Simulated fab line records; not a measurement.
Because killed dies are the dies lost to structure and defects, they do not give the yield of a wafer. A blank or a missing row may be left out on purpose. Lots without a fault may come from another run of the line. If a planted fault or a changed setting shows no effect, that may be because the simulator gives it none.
Which tool is to blame? | flow sfq line | 21 wafers from 7 lots sampled at 4 of the route's 325 steps

## WHAT EACH GAUGE READ, for each wafer
SFQ_JJ_OVL_MEAS_931.
lot  | measured     | on         | J5_OVL (nm)
L154 | day 53 05:47 | overlay-01 | 8 7 8
L156 | day 53 20:11 | overlay-01 | 4 6 13
L158 | day 54 02:11 | overlay-02 | 1 0 9
L163 | day 54 15:23 | overlay-02 | 5 5 1
L172 | day 61 06:34 | overlay-01 | 4 0 6
L174 | day 65 06:34 | overlay-01 | -4 -2 -4
L176 | day 65 12:34 | overlay-02 | 11 10 10

## EACH LOT AND THE TOOL THAT RAN IT (in order: tool; ch and the chambers of the sampled wafers; start)
lot  | SFQ_TRILAYER_M1_STRIP_STRIP_043   | SFQ_TRILAYER_I2_VIA_BARC_OPEN_VIA_ETCH_096 | SFQ_TRILAYER_I4_VIA_STRIP_STRIP_107
L154 | rie metal-01 ch 0,1, day 15 11:46 | rie diel-02 ch 0,1,2, day 29 18:29         | rie metal-01 ch 0,1, day 47 14:22
L156 | rie metal-01 ch 0,1, day 16 00:04 | rie diel-01 ch 1,2, day 30 04:50           | rie metal-03 ch 0,1, day 48 08:34
L158 | rie metal-04 ch 0,1, day 16 17:55 | rie diel-03 ch 0,3, day 30 18:02           | rie metal-03 ch 0,1, day 48 18:10
L163 | rie metal-04 ch 0,1, day 18 23:59 | rie diel-02 ch 0,3, day 31 01:22           | rie metal-01 ch 0, day 49 07:10
L172 | rie metal-04 ch 0,1, day 25 08:59 | rie diel-01 ch 0,1,2, day 43 21:17         | rie metal-03 ch 0,1, day 56 17:26
L174 | rie metal-02 ch 0,1, day 26 05:23 | rie diel-02 ch 0,1,2, day 44 02:05         | rie metal-01 ch 0,1, day 61 12:45
L176 | rie metal-01 ch 0,1, day 26 12:35 | rie diel-02 ch 0,2,3, day 44 07:00         | rie metal-01 ch 0,1, day 61 19:57
- SFQ_TRILAYER_M1_STRIP_STRIP_043: strips in O2.
- SFQ_TRILAYER_I2_VIA_BARC_OPEN_VIA_ETCH_096: etches BARC in O2, target depth 125 nm, time 41.7 s.
- SFQ_TRILAYER_I4_VIA_STRIP_STRIP_107: strips in O2.

## THE ANSWER, worked out from the rows above alone
Rule: what is usual is taken from the lots themselves. The widest of any qualifying gaps counts: lots, ordered by their means at a reading, are off when they make up no more than a third of the lots, leave a main group of 4 or more, and stand apart from it by 3 or more times the standard deviation of that group's means. The tables above print the reading to a certain number of digits; a main group whose means all agree to those digits is not used. Also off: a lot with no number at a reading for which 4 or more lots have one. Where the step has rows for the other lots, those lots are counted as sound.
No lot is off on any of the readings shown, so nothing can be concluded from this.

## WHAT THE SIMULATOR HAD INSERTED
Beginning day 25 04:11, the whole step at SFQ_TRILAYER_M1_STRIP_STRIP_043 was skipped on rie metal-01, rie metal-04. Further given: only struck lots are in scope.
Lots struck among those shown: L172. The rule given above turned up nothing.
